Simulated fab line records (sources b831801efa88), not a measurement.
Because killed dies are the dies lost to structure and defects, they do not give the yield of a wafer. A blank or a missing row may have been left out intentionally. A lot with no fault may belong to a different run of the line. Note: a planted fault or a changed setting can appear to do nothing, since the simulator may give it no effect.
Chamber matching	flow sky130	SKY_PASSIVATION_CVD_00 on pecvd-04: 3 sister chambers
The step deposits SiO2, target thk 90 nm. 30 wafers are shown with their chamber, then 12 later ones without.

== WAFERS WITH THEIR CHAMBER ==
wafer	chamber	heater power w (W)
L074.1	1	644
L074.3	2	710
L074.6	2	735
L075.2	1	723
L075.3	2	726
L075.4	2	719
L077.1	2	700
L077.2	1	727
L077.3	0	525
L078.2	1	680
L078.5	1	677
L078.6	2	746
L080.2	1	729
L080.4	1	736
L080.6	2	726
L081.4	2	743
L081.5	1	717
L081.6	0	583
L083.1	1	661
L083.3	0	587
L083.5	2	768
L085.1	0	598
L085.5	0	599
L085.6	1	736
L086.1	1	711
L086.4	2	735
L086.5	1	715
L088.2	2	734
L088.3	0	578
L088.5	1	624

SIGNATURES, as means of the wafers listed above
reading	chamber 0	chamber 1	chamber 2	scatter within a chamber
heater power w	578.33	698.46	731.09	29.7
Rule: for a wafer and a chamber, the distance is found by dividing, reading by reading, the gap between the wafer's reading and the chamber's mean by the reading's scatter, squaring, summing and taking the root. If the next closest chamber is less than 2 further off than the closest, the wafer can't be placed; otherwise it belongs to the closest. The scatter: the root of (the sum of the squares of (reading less its chamber's mean) over the shown wafers, divided by (wafers less chambers)).

== WAFERS WITHOUT THEIR CHAMBER ==
wafer	heater power w (W)
L091.1	536
L091.4	729
L091.5	638
L092.3	729
L092.4	712
L092.6	594
L093.2	728
L093.4	739
L093.6	524
L094.1	730
L094.2	560
L094.6	582

== CHAMBER TAKEN BY EACH ==
wafer	from the rows above	in truth
L091.1	0	0
L091.4	can't be placed: 2 or 1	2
L091.5	can't be placed: 0 or 1 or 2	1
L092.3	can't be placed: 2 or 1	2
L092.4	can't be placed: 1 or 2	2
L092.6	0	0
L093.2	can't be placed: 2 or 1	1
L093.4	can't be placed: 2 or 1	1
L093.6	0	0
L094.1	can't be placed: 2 or 1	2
L094.2	0	0
L094.6	0	0
Placed correctly: 5 of 12. Not placeable from these rows: 7 (in 7, the candidates include the true chamber). Wrongly placed: 0.
